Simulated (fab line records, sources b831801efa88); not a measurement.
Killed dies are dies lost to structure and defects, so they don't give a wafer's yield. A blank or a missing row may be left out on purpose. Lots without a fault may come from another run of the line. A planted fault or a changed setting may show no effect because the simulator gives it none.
Chamber matching | flow gf180mcu | GF_SAB_ETCH_11 on rie_diel-01: 4 sister chambers
The step etches SiO2 in C4F8/O2/Ar, target depth 55 nm, time 8.5 s. 4 wafers are shown with their chamber, then 7 later ones without.

WAFERS WITH THEIR CHAMBER
wafer  | chamber | oes_product_au (a.u.)
L079.6 | 0       | 0.981
L082.5 | 3       | 0.980
L083.2 | 2       | 1.016
L083.4 | 1       | 0.988

WAFERS WITHOUT THEIR CHAMBER
wafer  | oes_product_au (a.u.)
L083.6 | 0.998
L085.1 | 0.988
L085.2 | 0.981
L085.3 | 1.018
L092.1 | 0.984
L092.3 | 0.997
L092.4 | 1.008

WHICH CHAMBER EACH WENT THROUGH
wafer  | from the rows above               | in truth
L083.6 | can't be placed: 1 or 0 or 2 or 3 | 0
L085.1 | can't be placed: 1 or 0 or 3      | 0
L085.2 | can't be placed: 0 or 3 or 1      | 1
L085.3 | 2                                 | 2
L092.1 | can't be placed: 0 or 1 or 3      | 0
L092.3 | can't be placed: 1 or 0 or 3 or 2 | 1
L092.4 | can't be placed: 2 or 1           | 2
Placed correctly: 1 of 7. Can't be placed from these rows: 6 (the true chamber is among the candidates in 6). Placed wrongly: 0.
How it was worked out, from the rows above alone: a wafer's distance from a chamber is the root of the sum, over the readings, of the square of ((its reading less the chamber's mean) divided by the reading's scatter). The wafer belongs to the nearest chamber; if the next one is less than 2 further off, it can't be placed. A chamber's mean is the mean of its shown wafers. The scatter: with one shown wafer a chamber, the root of the mean of the squares of how far each hidden wafer lies from its nearest shown one.
